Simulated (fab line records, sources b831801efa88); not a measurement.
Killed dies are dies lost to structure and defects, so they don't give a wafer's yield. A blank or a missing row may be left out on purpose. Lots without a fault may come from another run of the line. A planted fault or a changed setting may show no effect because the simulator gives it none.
Which tool did it? | flow gf180mcu | 24 lots, 72 wafers sampled, at 5 steps of a route of 602

WHAT THE GAUGES READ, wafer by wafer
GF_M2_RS_MEAS_05: measures by four-point-probe. Usual: M2_ALCU_RS 0.0690 ohm/sq, standard deviation 0.0009.
lot  | measured     | on            | M2_ALCU_RS (ohm/sq)  | flag
L074 | day 18 10:34 | film_metro-01 | 0.0684 0.0680 0.0685 |
L075 | day 18 16:44 | film_metro-01 | 0.0702 0.0688 0.0695 |
L076 | day 19 06:16 | film_metro-02 | 0.0692 0.0690 0.0691 |
L077 | day 19 08:17 | film_metro-01 | 0.0680 0.0693 0.0686 |
L079 | day 20 05:36 | film_metro-01 | 0.0677 0.0679 0.0674 |
L078 | day 20 09:16 | film_metro-04 | 0.0685 0.0685 0.0674 |
L080 | day 20 13:44 | film_metro-01 | 0.0695 0.0709 0.0698 |
L081 | day 20 22:31 | film_metro-02 | 0.0684 0.0691 0.0685 |
L082 | day 21 06:32 | film_metro-01 | 0.0697 0.0691 0.0699 |
L083 | day 22 00:25 | film_metro-04 | 0.0703 0.0698 0.0697 |
L084 | day 22 07:10 | film_metro-01 | 0.0677 0.0678 0.0681 |
L085 | day 22 16:34 | film_metro-01 | 0.0677 0.0695 0.0681 |
L086 | day 22 19:34 | film_metro-01 | 0.0687 0.0693 0.0679 |
L087 | day 23 10:23 | film_metro-01 | 0.0689 0.0683 0.0686 |
L088 | day 23 18:58 | film_metro-02 | 0.0693 0.0700 0.0700 |
L089 | day 24 03:43 | film_metro-02 | 0.0690 0.0693 0.0685 |
L090 | day 24 04:23 | film_metro-04 | 0.0692 0.0685 0.0692 |
L091 | day 24 15:09 | film_metro-01 | 0.0684 0.0684 0.0678 |
L092 | day 24 22:59 | film_metro-04 | 0.0702 0.0695 0.0698 |
L093 | day 25 04:14 | film_metro-04 | 0.0697 0.0696 0.0700 |
L094 | day 25 17:02 | film_metro-02 | 0.0692 0.0688 0.0689 |
L095 | day 25 17:22 | film_metro-01 | 0.0702 0.0696 0.0698 |
L096 | day 26 02:28 | film_metro-04 | 0.0692 0.0689 0.0686 |
L097 | day 26 05:35 | film_metro-04 | 0.0690 0.0681 0.0693 |

WHICH TOOL RAN EACH LOT (tool, then ch and the chambers of the sampled wafers, then the start)
lot  | GF_V1_CVD_02                    | GF_V1_ETCH_16                      | GF_V1_STRIP_18                       | GF_M2_SPUTTER_03
L074 | pecvd-01 ch 0,2, day 17 09:08   | rie_diel-04 ch 0,2,3, day 18 08:52 | plasma_asher-02 ch 0,1, day 18 08:59 | pvd_sputter-02, day 18 10:30
L075 | pecvd-03 ch 0,1,2, day 17 15:07 | rie_diel-01 ch 0,2, day 18 15:04   | plasma_asher-03 ch 0,1, day 18 15:14 | pvd_sputter-04, day 18 16:40
L076 | pecvd-01 ch 0,1,2, day 18 03:22 | rie_diel-02 ch 0,2,3, day 19 04:38 | plasma_asher-02 ch 0,1, day 19 04:48 | pvd_sputter-03, day 19 06:10
L077 | pecvd-01 ch 0,1,2, day 18 06:28 | rie_diel-02 ch 0,1, day 19 06:40   | plasma_asher-02 ch 0,1, day 19 06:48 | pvd_sputter-04, day 19 08:13
L079 | pecvd-01 ch 0,1,2, day 19 02:44 | rie_diel-02 ch 0,1,3, day 20 03:55 | plasma_asher-03 ch 0,1, day 20 04:05 | pvd_sputter-02, day 20 05:29
L078 | pecvd-02 ch 0,1,2, day 19 06:22 | rie_diel-01 ch 1,2,3, day 20 07:38 | plasma_asher-03 ch 0,1, day 20 07:46 | pvd_sputter-03, day 20 09:11
L080 | pecvd-03 ch 0,1,2, day 19 11:13 | rie_diel-02 ch 0,1,2, day 20 12:07 | plasma_asher-03 ch 0,1, day 20 12:14 | pvd_sputter-04, day 20 13:40
L081 | pecvd-02 ch 0,1, day 19 19:48   | rie_diel-02 ch 1,3, day 20 20:55   | plasma_asher-03 ch 0,1, day 20 21:03 | pvd_sputter-02, day 20 22:26
L082 | pecvd-02 ch 0,1,2, day 20 04:23 | rie_diel-01 ch 0,1,3, day 21 04:58 | plasma_asher-01 ch 0,1, day 21 05:05 | pvd_sputter-03, day 21 06:29
L083 | pecvd-01 ch 0,1,2, day 20 22:25 | rie_diel-02 ch 0,1,2, day 21 22:49 | plasma_asher-01 ch 0,1, day 21 22:56 | pvd_sputter-04, day 22 00:22
L084 | pecvd-01 ch 1,2, day 21 06:02   | rie_diel-02 ch 2,3, day 22 05:34   | plasma_asher-01 ch 0,1, day 22 05:42 | pvd_sputter-02, day 22 07:05
L085 | pecvd-03 ch 0,1,2, day 21 15:17 | rie_diel-04 ch 0,1, day 22 14:55   | plasma_asher-03 ch 0,1, day 22 15:05 | pvd_sputter-02, day 22 16:28
L086 | pecvd-01 ch 0,2, day 21 17:32   | rie_diel-01 ch 0,1,2, day 22 17:59 | plasma_asher-01 ch 0,1, day 22 18:07 | pvd_sputter-03, day 22 19:30
L087 | pecvd-03 ch 0,1,2, day 22 09:25 | rie_diel-04 ch 1,2, day 23 08:49   | plasma_asher-01 ch 0,1, day 23 08:56 | pvd_sputter-02, day 23 10:20
L088 | pecvd-01 ch 0,1, day 22 17:29   | rie_diel-01 ch 0,1,3, day 23 17:22 | plasma_asher-02 ch 0,1, day 23 17:29 | pvd_sputter-04, day 23 18:55
L089 | pecvd-02 ch 0,1, day 23 02:50   | rie_diel-04 ch 0,2,3, day 24 02:07 | plasma_asher-01 ch 0,1, day 24 02:14 | pvd_sputter-02, day 24 03:38
L090 | pecvd-01 ch 1,2, day 23 03:08   | rie_diel-02 ch 0,1,3, day 24 02:46 | plasma_asher-03 ch 0,1, day 24 02:53 | pvd_sputter-04, day 24 04:18
L091 | pecvd-02 ch 0,1,2, day 23 14:12 | rie_diel-02 ch 1,2,3, day 24 13:34 | plasma_asher-03 ch 0,1, day 24 13:41 | pvd_sputter-02, day 24 15:04
L092 | pecvd-01 ch 0,1, day 23 21:53   | rie_diel-02 ch 0,1,2, day 24 20:29 | plasma_asher-03 ch 0,1, day 24 20:37 | pvd_sputter-04, day 24 22:56
L093 | pecvd-01 ch 0,1,2, day 24 03:43 | rie_diel-02 ch 0,1,3, day 25 02:32 | plasma_asher-01 ch 0,1, day 25 02:41 | pvd_sputter-02, day 25 04:03
L094 | pecvd-03 ch 0,1,2, day 24 16:18 | rie_diel-04 ch 0,1,2, day 25 14:58 | plasma_asher-01 ch 0,1, day 25 15:05 | pvd_sputter-03, day 25 16:58
L095 | pecvd-02 ch 0,1, day 24 17:08   | rie_diel-01 ch 1,2,3, day 25 15:44 | plasma_asher-03 ch 0,1, day 25 15:52 | pvd_sputter-04, day 25 17:17
L096 | pecvd-03 ch 1,2, day 25 02:59   | rie_diel-02 ch 0,2,3, day 26 00:52 | plasma_asher-01 ch 0, day 26 00:59   | pvd_sputter-02, day 26 02:23
L097 | pecvd-03 ch 1,2, day 25 06:37   | rie_diel-04 ch 2,3, day 26 03:59   | plasma_asher-01 ch 0,1, day 26 04:07 | pvd_sputter-03, day 26 05:30
- GF_V1_CVD_02: deposits SiO2 from TEOS, target thk 850 nm, time 94.851 s.
- GF_V1_ETCH_16: etches BARC in N2/H2.
- GF_V1_STRIP_18: strips in O2/N2.
- GF_M2_SPUTTER_03: material Ti, target thk 10 nm, time 6.7 s.

WHAT THE TOOLS THEMSELVES READ (means of the sampled wafers that have a number; where no wafer has one, the mark that the record gives instead)
GF_V1_CVD_02. Usual: heater_power_w 639 W, standard deviation 90.
lot  | tool     | heater_power_w (W) | flag
L074 | pecvd-01 | 636                |
L075 | pecvd-03 | 666                |
L076 | pecvd-01 | 630                |
L077 | pecvd-01 | 599                |
L079 | pecvd-01 | 612                |
L078 | pecvd-02 | 620                |
L080 | pecvd-03 | 637                |
L081 | pecvd-02 | 632                |
L082 | pecvd-02 | 616                |
L083 | pecvd-01 | 600                |
L084 | pecvd-01 | 636                |
L085 | pecvd-03 | 713                |
L086 | pecvd-01 | 615                |
L087 | pecvd-03 | 717                |
L088 | pecvd-01 | 627                |
L089 | pecvd-02 | 562                |
L090 | pecvd-01 | 552                |
L091 | pecvd-02 | 649                |
L092 | pecvd-01 | 602                |
L093 | pecvd-01 | 582                |
L094 | pecvd-03 | 691                |
L095 | pecvd-02 | 589                |
L096 | pecvd-03 | 732                |
L097 | pecvd-03 | 676                |

GF_V1_ETCH_16. Usual: drypump_motor_current_A 5.68 A, standard deviation 0.29; oes_product_au 0.854 a.u., standard deviation 0.0053; throttle_valve_pct 13.224 %, standard deviation 0.01.
lot  | tool        | drypump_motor_current_A (A) | oes_product_au (a.u.) | throttle_valve_pct (%) | flag
L074 | rie_diel-04 | 5.82                        | 0.847                 | 13.222                 |
L075 | rie_diel-01 | 6.21                        | 0.847                 | 13.226                 |
L076 | rie_diel-02 | 5.47                        | 0.856                 | 13.228                 |
L077 | rie_diel-02 | 5.73                        | 0.851                 | 13.223                 |
L079 | rie_diel-02 | 5.58                        | 0.855                 | 13.228                 |
L078 | rie_diel-01 | 5.70                        | 0.858                 | 13.221                 |
L080 | rie_diel-02 | 5.61                        | 0.851                 | 13.226                 |
L081 | rie_diel-02 | 5.54                        | 0.857                 | 13.226                 |
L082 | rie_diel-01 | 5.99                        | 0.857                 | 13.226                 |
L083 | rie_diel-02 | 5.59                        | 0.853                 | 13.215                 |
L084 | rie_diel-02 | 5.43                        | 0.854                 | 13.225                 |
L085 | rie_diel-04 | 5.88                        | 0.852                 | 13.232                 |
L086 | rie_diel-01 | 6.02                        | 0.854                 | 13.223                 |
L087 | rie_diel-04 | 5.64                        | 0.854                 | 13.222                 |
L088 | rie_diel-01 | 5.99                        | 0.859                 | 13.222                 |
L089 | rie_diel-04 | 5.82                        | 0.855                 | 13.222                 |
L090 | rie_diel-02 | 5.59                        | 0.856                 | 13.227                 |
L091 | rie_diel-02 | 5.55                        | 0.853                 | 13.219                 |
L092 | rie_diel-02 | 5.58                        | 0.849                 | 13.217                 |
L093 | rie_diel-02 | 5.59                        | 0.853                 | 13.231                 |
L094 | rie_diel-04 | 5.81                        | 0.857                 | 13.223                 |
L095 | rie_diel-01 | 5.71                        | 0.856                 | 13.227                 |
L096 | rie_diel-02 | 5.47                        | 0.850                 | 13.229                 |
L097 | rie_diel-04 | 5.61                        | 0.853                 | 13.227                 |

GF_V1_STRIP_18. Usual: drypump_motor_current_A 5.7 A, standard deviation 0.42; heater_power_w 333 W, standard deviation 20; oes_product_au 0.593 a.u., standard deviation 0.0049; platen_temp_c 249.97 C, standard deviation 0.16.
lot  | tool            | drypump_motor_current_A (A) | heater_power_w (W) | oes_product_au (a.u.) | platen_temp_c (C) | flag
L074 | plasma_asher-02 | 6.3                         | 289                | 0.590                 | 249.99            |
L075 | plasma_asher-03 | 5.8                         | 337                | 0.589                 | 250.10            |
L076 | plasma_asher-02 | 6.2                         | 296                | 0.593                 | 250.06            |
L077 | plasma_asher-02 | 6.2                         | 303                | 0.591                 | 249.91            |
L079 | plasma_asher-03 | 5.7                         | 337                | 0.592                 | 249.92            |
L078 | plasma_asher-03 | 5.8                         | 334                | 0.595                 | 249.95            |
L080 | plasma_asher-03 | 5.7                         | 345                | 0.595                 | 250.01            |
L081 | plasma_asher-03 | 5.7                         | 348                | 0.594                 | 249.89            |
L082 | plasma_asher-01 | 5.2                         | 338                | 0.589                 | 250.00            |
L083 | plasma_asher-01 | 5.2                         | 334                | 0.589                 | 250.01            |
L084 | plasma_asher-01 | 5.2                         | 339                | 0.591                 | 250.01            |
L085 | plasma_asher-03 | 5.7                         | 341                | 0.594                 | 249.84            |
L086 | plasma_asher-01 | 5.2                         | 339                | 0.594                 | 249.95            |
L087 | plasma_asher-01 | 5.2                         | 334                | 0.594                 | 249.92            |
L088 | plasma_asher-02 | 6.3                         | 302                | 0.595                 | 249.97            |
L089 | plasma_asher-01 | 5.2                         | 331                | 0.593                 | 250.00            |
L090 | plasma_asher-03 | 5.8                         | 333                | 0.592                 | 249.98            |
L091 | plasma_asher-03 | 5.8                         | 338                | 0.594                 | 250.12            |
L092 | plasma_asher-03 | 5.7                         | 339                | 0.595                 | 249.96            |
L093 | plasma_asher-01 | 5.5                         | 340                | 0.589                 | 249.91            |
L094 | plasma_asher-01 | 5.2                         | 327                | 0.588                 | 249.96            |
L095 | plasma_asher-03 | 5.7                         | 344                | 0.588                 | 250.01            |
L096 | plasma_asher-01 | 5.0                         | 325                | 0.591                 | 249.93            |
L097 | plasma_asher-01 | 5.5                         | 349                | 0.596                 | 249.98            |

GF_M2_SPUTTER_03. Usual: substrate_temp_c 300.00 C, standard deviation 0.19; throttle_valve_pct 29.5 %, standard deviation 0.9.
lot  | tool           | substrate_temp_c (C) | throttle_valve_pct (%) | flag
L074 | pvd_sputter-02 | 299.94               | 28.6                   |
L075 | pvd_sputter-04 | 300.03               | 29.3                   |
L076 | pvd_sputter-03 | 299.89               | 30.3                   |
L077 | pvd_sputter-04 | 299.98               | 29.2                   |
L079 | pvd_sputter-02 | 300.06               | 29.3                   |
L078 | pvd_sputter-03 | 299.98               | 29.7                   |
L080 | pvd_sputter-04 | 299.95               | 29.4                   |
L081 | pvd_sputter-02 | 299.95               | 28.6                   |
L082 | pvd_sputter-03 | 299.90               | 29.8                   |
L083 | pvd_sputter-04 | 299.93               | 29.2                   |
L084 | pvd_sputter-02 | 300.01               | 29.6                   |
L085 | pvd_sputter-02 | 300.03               | 30.3                   |
L086 | pvd_sputter-03 | 300.03               | 31.2                   |
L087 | pvd_sputter-02 | 299.98               | 30.1                   |
L088 | pvd_sputter-04 | 300.09               | 28.9                   |
L089 | pvd_sputter-02 | 300.05               | 29.6                   |
L090 | pvd_sputter-04 | 300.09               | 29.7                   |
L091 | pvd_sputter-02 | 299.94               | 29.0                   |
L092 | pvd_sputter-04 | 299.84               | 28.8                   |
L093 | pvd_sputter-02 | 299.84               | 29.5                   |
L094 | pvd_sputter-03 | 300.04               | 30.0                   |
L095 | pvd_sputter-04 | 299.81               | 28.9                   |
L096 | pvd_sputter-02 | 300.21               | 29.2                   |
L097 | pvd_sputter-03 | 300.04               | 29.6                   |

THE ANSWER, worked out from the rows above alone
Rule: a lot is off if the mean of its wafers that have a number lies more than 3 standard deviations from the usual mean. A lot without any number at a reading at which 4 lots or more have one is off too. The other lots that the step has rows for count as sound. The gauges are gone through in route order, then the tools' own readings, and for those a lot's mean is taken as printed above. The first step at which some lot is off is used, and at that step the reading that is off furthest; a lot without a number counts as furthest.
No lot is off at any reading shown: from this, nothing can be told.

WHAT THE SIMULATOR HAD PUT IN
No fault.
